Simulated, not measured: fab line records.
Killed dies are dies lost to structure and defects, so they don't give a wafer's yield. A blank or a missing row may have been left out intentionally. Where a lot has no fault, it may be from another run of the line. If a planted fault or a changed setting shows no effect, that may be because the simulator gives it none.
fab line records	flow sky130
record: lots: 14	wafers: 42	last-day: 50
route steps=708 shown CONTACT@430 METAL1@448
lots that met no fault: taken from a fault-free run of the same line
start-h: hours from the record's first day to the start of the lot's first wafer shown	wait-h: hours since the lot's step before	" unchanged from the row above	L1.1+2: a row that stands for several wafers	- no value present, or no start provided	* or withheld: withheld	< > ~ a bound
route shown NAME@n: a module of which the file shows steps, and the number in the route of the first	usual: mean/standard deviation taken from wafers without a fault	same: alike in all rows	chamber/n: place in a boat	sites: each site's reading	_std_site: standard deviation of those values	_edge_site: outer sites' mean less inner sites'	radius-mm: for every site, how far away it sits from the centre of the wafer	mask NAME#n: copy n	behind: the last tool/chamber to shape the wafer	hold: reason for holding the lot/hours on hold/outcome of the hold	device: names the non-switching transistor (n, p or np)	end of line: the same wafers' tests at the end of the route	for a step that has no rows: nothing shown but its recipe	killed: not the wafer's yield, but the dies lost to structure and defects at the first sort	map: the dies of a wafer, with x for killed, . for not killed, _ for no die there
set.NAME: setting as actually run; set.NAME@STEP: the setting as run at that earlier step	model.NAME: the simulator's own value behind a step, which no gauge read
steps of the route over a sample of lots; a table a step, a row a wafer
services: the hour from which a tool's chamber was out of use, counted from the record's first day as start-h (under 0 if before that day), plus the number of hours and why
== steps ==
step: SKY_CONTACT_CVD_24
recipe: material: W	target-thk-nm: 340	time-s: 102.12	temp-c: 400	pressure-torr: 40
usual: chamber-pressure-Torr: 39.99/0.09	heater-power-outer-w: 516/72	heater-power-w: 854/95
lot.wafer	tool	chamber	start-h	wait-h	chamber-pressure-Torr	heater-power-outer-w	heater-power-w
L362.1	cvd-w-02	1	744.59	0.0	39.95	593	935
L362.5	"	1	"	"	39.92	603	944
L362.6	"	0	"	"	40.04	435	739
L364.2	cvd-w-02	1	762.60	0.0	40.04	587	930
L364.4	"	1	"	"	39.95	582	916
L364.5	"	1	"	"	40.10	566	922
L366.3	cvd-w-01	0	770.61	0.1	39.91	584	928
L366.4	"	1	"	"	39.90	457	781
L366.5	"	0	"	"	39.97	583	939
L367.3	cvd-w-01	1	795.77	0.1	39.93	455	800
L367.5	"	1	"	"	39.94	446	774
L367.6	"	0	"	"	40.03	575	952
L369.3	cvd-w-02	1	797.20	0.1	39.91	579	944
L369.5	"	0	"	"	39.91	438	748
L369.6	"	1	"	"	39.85	576	935
L370.3	cvd-w-01	1	812.93	0.1	40.01	459	779
L370.4	"	0	"	"	40.00	586	945
L370.6	"	1	"	"	40.11	451	783
L372.2	cvd-w-01	1	819.23	0.0	40.01	447	796
L372.3	"	0	"	"	40.06	605	973
L372.4	"	1	"	"	40.01	450	782
L371.1	cvd-w-01	1	820.68	0.0	39.84	448	794
L371.2	"	0	"	"	39.99	584	933
L371.6	"	0	"	"	40.00	591	967
L373.1	cvd-w-01	0	823.48	0.0	39.88	578	946
L373.5	"	1	"	"	39.92	458	760
L373.6	"	0	"	"	39.95	590	946
L374.1	cvd-w-01	0	842.41	0.0	40.01	592	975
L374.3	"	0	"	"	39.88	578	950
L374.6	"	1	"	"	40.16	451	775
L375.3	cvd-w-02	0	843.15	0.1	40.04	452	745
L375.5	"	1	"	"	40.04	588	936
L375.6	"	0	"	"	40.00	438	742
L376.1	cvd-w-02	0	848.93	0.0	40.13	441	753
L376.2	"	1	"	"	40.00	579	917
L376.5	"	0	"	"	40.04	443	761
L383.3	cvd-w-01	1	900.07	0.1	40.00	455	787
L383.4	"	0	"	"	39.92	583	950
L383.5	"	0	"	"	39.97	593	958
L384.1	cvd-w-02	1	918.45	0.0	39.92	584	934
L384.3	"	1	"	"	39.97	581	948
L384.5	"	0	"	"	39.98	422	700
step: SKY_METAL1_DEVELOP_14
recipe: develop-time-s: 60	resist: KrF-thick	dev-temp-c: 21
usual: chill-plate-temp-C: 22.99/0.11	develop-time-s: 60/0
lot.wafer	tool	chamber	start-h	wait-h	chill-plate-temp-C	develop-time-s
L362.1	litho-track-03	0	772	-	23.04	60
L362.5	"	0	"	"	22.95	60
L362.6	"	0	"	"	23.17	60
L364.2	litho-track-02	0	789	-	22.99	60
L364.4	"	0	"	"	22.80	60
L364.5	"	0	"	"	22.90	60
L366.3	litho-track-02	0	798	-	22.90	60
L366.4	"	0	"	"	22.90	60
L366.5	"	0	"	"	22.88	60
L367.3	litho-track-03	0	822	-	23.10	60
L367.5	"	0	"	"	22.97	60
L367.6	"	0	"	"	22.99	60
L369.3	litho-track-01	0	824	-	22.98	60
L369.5	"	0	"	"	23.01	60
L369.6	"	0	"	"	23.05	60
L370.3	litho-track-01	0	840	-	22.97	60
L370.4	"	0	"	"	22.87	60
L370.6	"	0	"	"	22.89	60
L372.2	litho-track-02	0	846	-	22.98	60
L372.3	"	0	"	"	22.80	60
L372.4	"	0	"	"	22.96	60
L371.1	litho-track-01	0	847	-	23.00	60
L371.2	"	0	"	"	23.11	60
L371.6	"	0	"	"	23.02	60
L373.1	litho-track-02	0	850	-	22.86	60
L373.5	"	0	"	"	23.01	60
L373.6	"	0	"	"	22.88	60
L374.1	litho-track-03	0	869	-	22.87	60
L374.3	"	0	"	"	22.99	60
L374.6	"	0	"	"	22.91	60
L375.3	litho-track-03	-	870	-	-	-
L375.5	"	-	"	"	-	-
L375.6	"	-	"	"	-	-
L376.1	litho-track-01	-	876	-	-	-
L376.2	"	-	"	"	-	-
L376.5	"	-	"	"	-	-
L383.3	litho-track-02	0	925	-	22.86	60
L383.4	"	0	"	"	23.09	60
L383.5	"	0	"	"	23.03	60
L384.1	litho-track-03	0	944	-	23.02	60
L384.3	"	0	"	"	23.11	60
L384.5	"	0	"	"	23.13	60
step: SKY_METAL1_METAL_ETCH_19
recipe: target-depth-a: 3600	stop-on: SiO2	over-etch-frac: 0.3	time-s: 78	chemistry: Cl2/BCl3	resist-sidewall-deg: 88	pressure-mtorr: 10	icp-w: 900	bias-w: 48.5	Cl2_flow_sccm: 60	bcl3-flow-sccm: 30
usual: drypump-motor-current-A: 5.48/0.25	oes-product-au: 0.853/0.0065	rf-fwd-power-W: 894.0/3	throttle-valve-pct: 22.264/0.0093
lot.wafer	tool	chamber	start-h	wait-h	drypump-motor-current-A	oes-product-au	rf-fwd-power-W	rf-hours-counter-h	throttle-valve-pct
L362.1	rie-metal-04	0	772.69	0.0	5.28	0.850	895.2	13	22.264
L362.5	"	0	"	"	5.30	0.842	893.7	-	22.250
L362.6	"	1	"	"	5.37	0.854	896.6	-	22.262
L364.2	rie-metal-01	0	790.13	0.0	5.17	0.850	890.8	1	22.254
L364.4	"	1	"	"	5.24	0.860	890.9	-	22.245
L364.5	"	0	"	"	5.16	0.861	888.9	-	22.266
L366.3	rie-metal-01	0	798.46	0.1	5.18	0.852	894.9	-	22.249
L366.4	"	1	"	"	5.23	0.852	895.7	-	22.279
L366.5	"	0	"	"	5.17	0.855	891.1	-	22.242
L367.3	rie-metal-02	0	822.42	0.1	5.72	0.846	893.7	-	22.247
L367.5	"	0	"	"	5.73	0.854	894.4	-	22.252
L367.6	"	1	"	"	5.77	0.844	889.2	-	22.263
L369.3	rie-metal-02	0	825.16	0.1	5.72	0.857	895.3	-	22.264
L369.5	"	0	"	"	5.71	0.860	894.0	-	22.263
L369.6	"	1	"	"	5.76	0.851	895.2	-	22.264
L370.3	rie-metal-02	0	840.41	0.1	5.71	0.862	896.6	-	22.262
L370.4	"	1	"	"	5.77	0.852	892.2	-	22.269
L370.6	"	1	"	"	5.79	0.855	893.5	-	22.267
L372.2	rie-metal-04	0	846.78	0.0	5.29	0.850	887.6	17	22.260
L372.3	"	0	"	"	5.30	0.852	891.7	-	22.276
L372.4	"	1	"	"	5.36	0.849	885.8	-	22.264
L371.1	rie-metal-02	1	848.23	0.0	5.78	0.848	889.0	16	22.257
L371.2	"	0	"	"	5.72	0.851	890.5	4	22.281
L371.6	"	1	"	"	5.80	0.851	892.5	-	22.256
L373.1	rie-metal-01	1	850.53	0.0	5.24	0.853	899.7	3	22.268
L373.5	"	1	"	"	5.24	0.856	897.9	-	22.283
L373.6	"	0	"	"	5.17	0.856	898.2	-	22.255
L374.1	rie-metal-02	1	869.84	0.0	5.74	0.861	886.9	0	22.263
L374.3	"	1	"	"	5.73	0.852	889.6	-	22.261
L374.6	"	0	"	"	5.72	0.862	896.6	-	22.270
L375.3	rie-metal-01	0	870.82	0.1	5.17	0.863	894.8	-	22.260
L375.5	"	0	"	"	5.18	0.847	895.9	-	22.260
L375.6	"	1	"	"	5.23	0.856	894.9	-	22.254
L376.1	rie-metal-04	1	876.78	0.0	5.36	0.843	895.4	0	22.261
L376.2	"	0	"	"	5.27	0.851	896.0	18	22.258
L376.5	"	0	"	"	5.29	0.836	893.4	-	22.278
L383.3	rie-metal-01	1	926.31	0.1	5.25	0.857	896.2	-	22.277
L383.4	"	0	"	"	5.18	0.854	888.7	-	22.249
L383.5	"	0	"	"	5.16	0.848	891.7	-	22.270
L384.1	rie-metal-04	1	944.64	0.0	5.37	0.860	896.6	4	22.257
L384.3	"	1	"	"	5.37	0.857	896.6	-	22.274
L384.5	"	0	"	"	5.28	0.856	890.6	-	22.276
step: SKY_METAL1_STRIP_20
recipe: chemistry: O2/N2	power-w: 1400	pressure-mtorr: 1500	platen-temp-c: withheld	o2-flow-sccm: 3000	n2-flow-sccm: 300	overash-fraction: 0.5
usual: drypump-motor-current-A: 6.0/0.42	oes-product-au: 0.343/0.005	strip-time-to-endpoint-s: 2.70/0.041
lot.wafer	tool	chamber	start-h	wait-h	drypump-motor-current-A	oes-product-au	rf-hours-counter-h	strip-time-to-endpoint-s
L362.1	plasma-asher-01	1	772.78	0.1	6.1	0.350	61	2.74
L362.5	"	1	"	"	6.1	0.342	-	2.70
L362.6	"	0	"	"	5.7	0.340	-	2.66
L364.2	plasma-asher-03	1	790.22	0.1	5.7	0.346	34	2.70
L364.4	"	0	"	"	5.2	0.349	-	2.72
L364.5	"	1	"	"	5.7	0.343	-	2.71
L366.3	plasma-asher-01	0	798.55	0.1	5.7	0.333	-	2.67
L366.4	"	1	"	"	6.1	0.351	-	2.72
L366.5	"	0	"	"	5.7	0.344	-	2.70
L367.3	plasma-asher-03	0	822.51	0.1	5.1	0.345	-	2.66
L367.5	"	1	"	"	5.7	0.341	-	2.66
L367.6	"	0	"	"	5.2	0.349	-	2.66
L369.3	plasma-asher-01	0	825.25	0.1	5.7	0.346	-	2.68
L369.5	"	0	"	"	5.8	0.340	-	2.68
L369.6	"	1	"	"	6.1	0.337	-	2.68
L370.3	plasma-asher-01	0	840.50	0.1	5.7	0.343	-	2.68
L370.4	"	1	"	"	6.1	0.350	-	2.69
L370.6	"	1	"	"	6.1	0.337	-	2.71
L372.2	plasma-asher-02	0	846.87	0.1	6.3	0.344	11	2.80
L372.3	"	1	"	"	6.5	0.340	-	2.79
L372.4	"	0	"	"	6.3	0.347	-	2.72
L371.1	plasma-asher-02	1	848.32	0.1	6.5	0.346	11	2.67
L371.2	"	0	"	"	6.2	0.344	11	2.69
L371.6	"	0	"	"	6.3	0.340	-	2.68
L373.1	plasma-asher-02	0	850.62	0.1	6.3	0.340	11	2.63
L373.5	"	1	"	"	6.5	0.337	-	2.60
L373.6	"	0	"	"	6.3	0.326	-	2.60
L374.1	plasma-asher-03	1	869.93	0.1	5.7	0.348	41	2.63
L374.3	"	0	"	"	5.2	0.343	-	2.65
L374.6	"	0	"	"	5.1	0.343	-	2.65
L375.3	plasma-asher-02	0	870.91	0.1	6.3	0.354	-	2.85
L375.5	"	1	"	"	6.5	0.352	-	2.82
L375.6	"	0	"	"	6.2	0.352	-	2.83
L376.1	plasma-asher-01	0	876.87	0.1	5.7	0.351	72	2.87
L376.2	"	1	"	"	6.1	0.348	72	2.92
L376.5	"	1	"	"	6.1	0.349	-	2.92
L383.3	plasma-asher-02	0	926.41	0.1	6.2	0.348	-	2.66
L383.4	"	1	"	"	6.5	0.342	-	2.68
L383.5	"	0	"	"	6.3	0.334	-	2.67
L384.1	plasma-asher-01	1	944.73	0.1	6.1	0.343	78	2.72
L384.3	"	1	"	"	6.1	0.342	-	2.69
L384.5	"	0	"	"	5.8	0.349	-	2.75
== services ==
tool	chamber	start-h	hours	kind
cvd-w-01	-	721.13	0.6	repair
rie-metal-01	0	722.63	3.8	repair
cvd-w-02	-	731.80	0.9	repair
plasma-asher-02	-	733.75	9.0	pm
plasma-asher-01	-	741.95	15.6	pm
plasma-asher-03	-	744.24	3.9	repair
rie-metal-01	1	745.39	3.8	repair
plasma-asher-03	-	749.64	1.1	repair
plasma-asher-02	-	756.03	2.2	repair
rie-metal-02	-	758.10	1.4	pm
plasma-asher-02	-	759.13	0.8	repair
plasma-asher-03	-	767.87	2.1	repair
plasma-asher-03	-	786.20	2.8	pm
plasma-asher-02	-	801.16	1.8	repair
rie-metal-04	1	804.66	14.9	repair
plasma-asher-03	-	814.89	5.7	repair
plasma-asher-01	-	818.23	2.8	pm
rie-metal-04	-	828.11	1.4	pm
cvd-w-01	-	851.67	2.8	pm
plasma-asher-01	-	901.95	2.3	repair
cvd-w-02	-	904.00	14.0	pm
cvd-w-02	0	904.00	14.0	vent-cycle
rie-metal-01	-	938.33	0.2	repair
rie-metal-01	1	940.50	29.5	repair
== key ==
first-sign: step: SKY_METAL1_DEVELOP_14	reading: tool-record	direction: missing
effect none on later readings
met-at SKY_METAL1_DEVELOP_14
struck-lots L375,L376
later-rows-left-out L375.3,L375.5,L375.6,L376.1,L376.2,L376.5
sort-left-out L375.3,L375.5,L375.6,L376.1,L376.2,L376.5
not-acting-at SKY_CONTACT_CVD_24,SKY_METAL1_METAL_ETCH_19,SKY_METAL1_STRIP_20
onset-between 869 870
fault: kind: skipped-step-whole	tool: litho-track-01,litho-track-03	chamber: -	onset-h: 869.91	steps: SKY_METAL1_DEVELOP_14	scope: struck-lots-only
sort-left-out: the simulated sort isn't trusted on such a fault, so these wafers' sort isn't shown, and their yield isn't known
later-rows-left-out: the simulator's readings of these wafers behind a module that went badly wrong aren't trusted and aren't shown, but for the sort
